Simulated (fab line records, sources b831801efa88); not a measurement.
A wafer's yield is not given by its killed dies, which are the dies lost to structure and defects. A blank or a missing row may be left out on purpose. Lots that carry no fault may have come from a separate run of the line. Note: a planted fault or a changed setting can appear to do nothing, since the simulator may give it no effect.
Which of the tools did it? || flow gf180mcu || Sampling: 14 lots, 42 wafers, 4 of 602 route steps

WHAT THE GAUGES SHOWED, per wafer
GF_TOP_METAL_CD_MEAS_14 targets a cd of 440 nm.
{"lot": "L590", "measured": "day 27 23:12", "on": "cd-sem-02", "cd-nm (nm)": "439.0 436.1 438.6"}
{"lot": "L592", "measured": "day 28 20:21", "on": "cd-sem-02", "cd-nm (nm)": "439.2 437.7 439.7"}
{"lot": "L593", "measured": "day 28 21:32", "on": "cd-sem-02", "cd-nm (nm)": "441.6 440.6 442.5"}
{"lot": "L594", "measured": "day 29 15:37", "on": "cd-sem-02", "cd-nm (nm)": "440.4 440.9 439.7"}
{"lot": "L596", "measured": "day 29 23:20", "on": "cd-sem-01", "cd-nm (nm)": "437.2 438.9 440.4"}
{"lot": "L597", "measured": "day 30 08:15", "on": "cd-sem-01", "cd-nm (nm)": "439.0 437.9 438.3"}
{"lot": "L598", "measured": "day 30 16:39", "on": "cd-sem-02", "cd-nm (nm)": "439.0 440.2 440.2"}
{"lot": "L602", "measured": "day 31 19:15", "on": "cd-sem-02", "cd-nm (nm)": "445.2 444.3 440.6"}
{"lot": "L606", "measured": "day 32 16:41", "on": "cd-sem-01", "cd-nm (nm)": "443.2 442.9 446.3"}
{"lot": "L607", "measured": "day 32 22:08", "on": "cd-sem-02", "cd-nm (nm)": "441.3 439.3 441.9"}
{"lot": "L610", "measured": "day 33 19:04", "on": "cd-sem-01", "cd-nm (nm)": "440.0 439.4 438.0"}
{"lot": "L611", "measured": "day 33 18:36", "on": "cd-sem-02", "cd-nm (nm)": "438.8 439.5 440.6"}
{"lot": "L612", "measured": "day 34 01:44", "on": "cd-sem-01", "cd-nm (nm)": "443.0 442.9 442.8"}
{"lot": "L613", "measured": "day 34 06:19", "on": "cd-sem-02", "cd-nm (nm)": "442.9 442.8 440.0"}

WHAT TOOL EACH LOT RAN ON (gives the tool, then ch and the chambers of the sampled wafers, and finally the start)
{"lot": "L590", "GF_V2_CMP_04": "cmp-01 ch 1,3, day 19 01:44", "GF_V5_CVD_02": "pecvd-01 ch 0,2, day 26 04:33", "GF_V5_CVD_23": "cvd-w-01 ch 1, day 27 02:38"}
{"lot": "L592", "GF_V2_CMP_04": "cmp-02 ch 0,1, day 20 03:06", "GF_V5_CVD_02": "pecvd-02 ch 0,1, day 27 02:51", "GF_V5_CVD_23": "cvd-w-01 ch 0,1, day 27 23:52"}
{"lot": "L593", "GF_V2_CMP_04": "cmp-01 ch 2,3, day 20 05:53", "GF_V5_CVD_02": "pecvd-01 ch 0,1,2, day 27 04:01", "GF_V5_CVD_23": "cvd-w-01 ch 0,1, day 28 01:10"}
{"lot": "L594", "GF_V2_CMP_04": "cmp-01 ch 0,2,3, day 21 02:01", "GF_V5_CVD_02": "pecvd-01 ch 0,1,2, day 27 22:42", "GF_V5_CVD_23": "cvd-w-01 ch 0,1, day 28 19:16"}
{"lot": "L596", "GF_V2_CMP_04": "cmp-01 ch 0,2,3, day 21 14:23", "GF_V5_CVD_02": "pecvd-02 ch 0,1,2, day 28 07:43", "GF_V5_CVD_23": "cvd-w-02 ch 0,1, day 29 04:03"}
{"lot": "L597", "GF_V2_CMP_04": "cmp-01 ch 0,1,3, day 22 01:19", "GF_V5_CVD_02": "pecvd-03 ch 1,2, day 28 16:29", "GF_V5_CVD_23": "cvd-w-01 ch 0,1, day 29 13:06"}
{"lot": "L598", "GF_V2_CMP_04": "cmp-01 ch 0,1, day 22 10:25", "GF_V5_CVD_02": "pecvd-03 ch 0,1,2, day 29 01:08", "GF_V5_CVD_23": "cvd-w-01 ch 0,1, day 29 21:54"}
{"lot": "L602", "GF_V2_CMP_04": "cmp-02 ch 0,1,2, day 23 21:05", "GF_V5_CVD_02": "pecvd-02 ch 0,1, day 30 04:39", "GF_V5_CVD_23": "cvd-w-01 ch 1, day 31 00:55"}
{"lot": "L606", "GF_V2_CMP_04": "cmp-02 ch 0,1,3, day 25 00:20", "GF_V5_CVD_02": "pecvd-03 ch 0,1,2, day 31 04:58", "GF_V5_CVD_23": "cvd-w-02 ch 0,1, day 31 23:21"}
{"lot": "L607", "GF_V2_CMP_04": "cmp-02 ch 0,1,2, day 25 07:41", "GF_V5_CVD_02": "pecvd-01 ch 0,2, day 31 10:17", "GF_V5_CVD_23": "cvd-w-02 ch 0,1, day 32 05:07"}
{"lot": "L610", "GF_V2_CMP_04": "cmp-02 ch 1,2,3, day 26 04:56", "GF_V5_CVD_02": "pecvd-03 ch 0,1,2, day 32 04:16", "GF_V5_CVD_23": "cvd-w-01 ch 0,1, day 32 22:04"}
{"lot": "L611", "GF_V2_CMP_04": "cmp-01 ch 0,3, day 26 12:26", "GF_V5_CVD_02": "pecvd-01 ch 0,2, day 32 08:41", "GF_V5_CVD_23": "cvd-w-02 ch 0,1, day 33 02:43"}
{"lot": "L612", "GF_V2_CMP_04": "cmp-02 ch 0,2, day 26 18:39", "GF_V5_CVD_02": "pecvd-01 ch 1,2, day 32 15:17", "GF_V5_CVD_23": "cvd-w-01 ch 0,1, day 33 08:35"}
{"lot": "L613", "GF_V2_CMP_04": "cmp-01 ch 0,1, day 27 02:28", "GF_V5_CVD_02": "pecvd-01 ch 0,1,2, day 32 20:39", "GF_V5_CVD_23": "cvd-w-01 ch 0,1, day 33 14:05"}
- GF_V2_CMP_04: polishes SiO2.
- GF_V5_CVD_02: deposits SiO2 from TEOS, target thk 1450 nm, time 163.28 s.
- GF_V5_CVD_23: deposits W, target thk 350 nm, time 104.9 s.

WHAT THE TOOLS THEMSELVES READ (means of the sampled wafers that have a number; where no wafer has one, the mark that the record gives instead)
GF_V2_CMP_04.
{"lot": "L590", "tool": "cmp-01", "motor-current-A (A)": 11.6, "time-to-endpoint-s (s)": 74}
{"lot": "L592", "tool": "cmp-02", "motor-current-A (A)": 11.9, "time-to-endpoint-s (s)": 79}
{"lot": "L593", "tool": "cmp-01", "motor-current-A (A)": 12.0, "time-to-endpoint-s (s)": 83}
{"lot": "L594", "tool": "cmp-01", "motor-current-A (A)": 12.5, "time-to-endpoint-s (s)": 80}
{"lot": "L596", "tool": "cmp-01", "motor-current-A (A)": 12.3, "time-to-endpoint-s (s)": 79}
{"lot": "L597", "tool": "cmp-01", "motor-current-A (A)": 12.0, "time-to-endpoint-s (s)": 77}
{"lot": "L598", "tool": "cmp-01", "motor-current-A (A)": 12.8, "time-to-endpoint-s (s)": 77}
{"lot": "L602", "tool": "cmp-02", "motor-current-A (A)": 11.9, "time-to-endpoint-s (s)": 84}
{"lot": "L606", "tool": "cmp-02", "motor-current-A (A)": 12.0, "time-to-endpoint-s (s)": 85}
{"lot": "L607", "tool": "cmp-02", "motor-current-A (A)": 11.9, "time-to-endpoint-s (s)": 83}
{"lot": "L610", "tool": "cmp-02", "motor-current-A (A)": 11.2, "time-to-endpoint-s (s)": 94}
{"lot": "L611", "tool": "cmp-01", "motor-current-A (A)": 12.7, "time-to-endpoint-s (s)": 75}
{"lot": "L612", "tool": "cmp-02", "motor-current-A (A)": 11.6, "time-to-endpoint-s (s)": 87}
{"lot": "L613", "tool": "cmp-01", "motor-current-A (A)": 12.5, "time-to-endpoint-s (s)": 69}

GF_V5_CVD_02.
{"lot": "L590", "tool": "pecvd-01", "heater-power-w (W)": 705}
{"lot": "L592", "tool": "pecvd-02", "heater-power-w (W)": 647}
{"lot": "L593", "tool": "pecvd-01", "heater-power-w (W)": 704}
{"lot": "L594", "tool": "pecvd-01", "heater-power-w (W)": 636}
{"lot": "L596", "tool": "pecvd-02", "heater-power-w (W)": 709}
{"lot": "L597", "tool": "pecvd-03", "heater-power-w (W)": 638}
{"lot": "L598", "tool": "pecvd-03", "heater-power-w (W)": 683}
{"lot": "L602", "tool": "pecvd-02", "heater-power-w (W)": 643}
{"lot": "L606", "tool": "pecvd-03", "heater-power-w (W)": 661}
{"lot": "L607", "tool": "pecvd-01", "heater-power-w (W)": 734}
{"lot": "L610", "tool": "pecvd-03", "heater-power-w (W)": 644}
{"lot": "L611", "tool": "pecvd-01", "heater-power-w (W)": 677}
{"lot": "L612", "tool": "pecvd-01", "heater-power-w (W)": 743}
{"lot": "L613", "tool": "pecvd-01", "heater-power-w (W)": 670}

GF_V5_CVD_23.
{"lot": "L590", "tool": "cvd-w-01", "heater-power-w (W)": 820}
{"lot": "L592", "tool": "cvd-w-01", "heater-power-w (W)": 817}
{"lot": "L593", "tool": "cvd-w-01", "heater-power-w (W)": 775}
{"lot": "L594", "tool": "cvd-w-01", "heater-power-w (W)": 776}
{"lot": "L596", "tool": "cvd-w-02", "heater-power-w (W)": 826}
{"lot": "L597", "tool": "cvd-w-01", "heater-power-w (W)": 801}
{"lot": "L598", "tool": "cvd-w-01", "heater-power-w (W)": 770}
{"lot": "L602", "tool": "cvd-w-01", "heater-power-w (W)": 828}
{"lot": "L606", "tool": "cvd-w-02", "heater-power-w (W)": 833}
{"lot": "L607", "tool": "cvd-w-02", "heater-power-w (W)": 837}
{"lot": "L610", "tool": "cvd-w-01", "heater-power-w (W)": 773}
{"lot": "L611", "tool": "cvd-w-02", "heater-power-w (W)": 814}
{"lot": "L612", "tool": "cvd-w-01", "heater-power-w (W)": 798}
{"lot": "L613", "tool": "cvd-w-01", "heater-power-w (W)": 820}

THE ANSWER, worked out from the rows above alone
Rule: the usual values come from the lots themselves. The widest of any qualifying gaps counts: lots, ordered by their means at a reading, are off when they make up no more than a third of the lots, leave a main group of 4 or more, and stand apart from it by 3 or more times the standard deviation of that group's means. A main group is skipped when, at the precision printed for the reading in the tables above, its means are all equal. A lot without any number at a reading at which 4 lots or more have one is off too. All remaining lots with rows at the step are treated as sound. The gauges are gone through in route order, then the tools' own readings, and for those a lot's mean is taken as printed above. The first step at which some lot is off is used, and at that step the reading that is off furthest; a lot without a number counts as furthest.
Across all readings shown, no lot is off: no conclusion can be drawn from this.

WHAT WAS PUT IN BY THE SIMULATOR
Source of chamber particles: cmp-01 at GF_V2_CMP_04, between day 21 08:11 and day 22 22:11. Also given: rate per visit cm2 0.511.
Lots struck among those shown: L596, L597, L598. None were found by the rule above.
